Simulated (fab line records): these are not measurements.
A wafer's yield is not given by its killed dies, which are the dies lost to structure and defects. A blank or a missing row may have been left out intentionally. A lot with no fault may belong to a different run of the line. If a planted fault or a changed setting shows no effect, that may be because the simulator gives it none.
A struck lot beside a sound one	flow sky130	31 steps out of a route of 708
Sound: the wafers L266.1, L266.4, L266.6. The struck wafers were L269.3, L269.5, L269.6. Last of all comes the cause.
Order at every step that has rows: each side's tool, ch and its chambers, its first start. Under that, the readings that differ: sound wafers	struck wafers	difference of the means	sigmas: that difference in standard deviations of wafers without a fault.
alike: readings with means less than 2 such deviations apart, plus words and numbers identical on both sides. not compared: withheld readings, readings lacking a value on some wafer, bounds such as >300 that could conceal the same value, and numbers that have no deviation in the record and whose values overlap.
Wherever a step has rows on one side only, a row that says differs or no value, or a row with sigmas, the two part there. Numbers that don't overlap but have no deviation are shown without sigmas and don't part them. A reading missing from all wafers of one side parts the sides only when that side holds two or more wafers.

first, 1 step without rows for these wafers: SKY_NWELL_IMPLANT_13.
SKY_NWELL_STRIP_14: strips in O2/N2.
  sound on plasmaAsher-02 ch 0,1, day 6 13:56; struck on plasmaAsher-01 ch 0,1, day 7 02:17
  alike: chamberPressureMTorr, drypumpMotorCurrentA, oesProductAu, stripTimeToEndpointS
  not compared: rfHoursCounterH
SKY_NWELL_TW_MEAS_15:
  sound on filmMetro-01 at day 6 14:02; struck on filmMetro-03 at day 7 02:22
  alike: NWELL_TW
then, 7 steps without rows for these wafers: SKY_NWELL_DEHYDRATE_16 (time 60 s); SKY_NWELL_HMDS_17 (prime time 60 s); SKY_NWELL_COAT_18 (resist thk 3000 nm); SKY_NWELL_SOFTBAKE_19; SKY_NWELL_EXPOSE_20 (exposes mask NWM COMPLEMENT, target cd 840 nm); SKY_NWELL_PEB_21; SKY_NWELL_DEVELOP_22 (develop time 60 s).
SKY_NWELL_OVL_MEAS_23:
  sound on overlay-02 at day 7 08:19; struck on overlay-02 at day 7 20:32
  alike: NWELL_01_OVL
after that, 1 step had no rows for these wafers: SKY_NWELL_IMPLANT_24.
SKY_NWELL_STRIP_25: strips in O2/N2.
  sound on plasmaAsher-02 ch 0, day 7 08:30; struck on plasmaAsher-01 ch 0,1, day 7 20:44
  no value came back on the struck wafers for chamberPressureMTorr (mTorr), drypumpMotorCurrentA (A), oesProductAu (a.u.), stripTimeToEndpointS (s); on the sound wafers chamberPressureMTorr (mTorr) reads 1499.4 1501.7 1502.0
reading	sound	struck	difference	sigmas
model.coat_of_NWELL_COAT_18.thkNm (nm)	0 0 0	2993 3001 3007	+3000	
  not compared: rfHoursCounterH
SKY_NWELL_TW_MEAS_26:
  sound on filmMetro-02 at day 7 08:36; struck on filmMetro-02 at day 7 20:49
  alike: NWELL_2_TW
then, 1 step without rows for these wafers: SKY_NWELL_CLEAN_27 (cleans in SC1/SC2, time 150 s).
SKY_NWELL_RTA_28: time 30 s.
  sound on rtpAnneal-01 ch 0, day 7 08:43; struck on rtpAnneal-02 ch 0, day 7 20:57
  alike: lampPowerPct, wafer_temp_C_max
SKY_NWELL_RS_MEAS_29: uses a four-point probe to measure.
  sound on filmMetro-03 at day 7 08:49; struck on filmMetro-02 at day 7 21:03
  alike: NWELL_RS
SKY_NWELL_RS_MEAS_31: uses a four-point probe to measure.
  sound on filmMetro-03 at day 7 09:04; struck on filmMetro-02 at day 7 21:17
reading	sound	struck	difference	sigmas
PWDE_RS (ohm/sq)	5281 5269 5289	5244 5222 5240	-44	-2
then, 7 steps without rows for these wafers: SKY_VT_ADJUST_HVTP_DEHYDRATE_00 (time 60 s); SKY_VT_ADJUST_HVTP_HMDS_01 (prime time 60 s); SKY_VT_ADJUST_HVTP_COAT_02 (resist thk 1140 nm); SKY_VT_ADJUST_HVTP_SOFTBAKE_03 (time 60 s); SKY_VT_ADJUST_HVTP_EXPOSE_04 (exposes mask HVTPM, target cd 380 nm); SKY_VT_ADJUST_HVTP_PEB_05; SKY_VT_ADJUST_HVTP_DEVELOP_06 (develop time 60 s).
SKY_VT_ADJUST_HVTP_CD_MEAS_07 targets a cd of 380 nm.
  sound on cdSem-02 at day 8 01:47; struck on cdSem-01 at day 8 16:55
  alike: cdNm
SKY_VT_ADJUST_HVTP_OVL_MEAS_08:
  sound on overlay-02 at day 8 01:54; struck on overlay-01 at day 8 17:00
reading	sound	struck	difference	sigmas
VT_ADJUST_HVTP_OVL (nm)	2.0 2.0 2.4	-1.2 -1.4 -2.5	-3.8	-3
after that, 1 step had no rows for these wafers: SKY_VT_ADJUST_HVTP_IMPLANT_09.
SKY_VT_ADJUST_HVTP_STRIP_10: strips in O2/N2.
  sound on plasmaAsher-03 ch 0,1, day 8 02:05; struck on plasmaAsher-01 ch 0,1, day 8 17:13
reading	sound	struck	difference	sigmas
drypumpMotorCurrentA (A)	5.78 6.17 6.14	5.34 5.34 5.96	-0.48	-2
oesProductAu (a.u.)	0.707 0.712 0.718	0.733 0.729 0.731	+0.019	+4
stripTimeToEndpointS (s)	14.18 14.21 14.17	58.68 58.83 58.88	+44.61	+99 or more
  alike: chamberPressureMTorr
  not compared: rfHoursCounterH
SKY_VT_ADJUST_HVTP_TW_MEAS_11:
  sound on filmMetro-04 at day 8 02:11; struck on filmMetro-04 at day 8 17:18
reading	sound	struck	difference	sigmas
VT_ADJUST_HVTP_TW	1370 1368 1364	30 30 30	-1337	-99 or more
then, 1 step without rows for these wafers: SKY_VT_ADJUST_LVTN_DEHYDRATE_00 (time 60 s).

== WHERE THEY PART ==
Last at SKY_VT_ADJUST_HVTP_TW_MEAS_11 as far as this record goes, first at SKY_NWELL_STRIP_25.

WHY: what the simulator had put in
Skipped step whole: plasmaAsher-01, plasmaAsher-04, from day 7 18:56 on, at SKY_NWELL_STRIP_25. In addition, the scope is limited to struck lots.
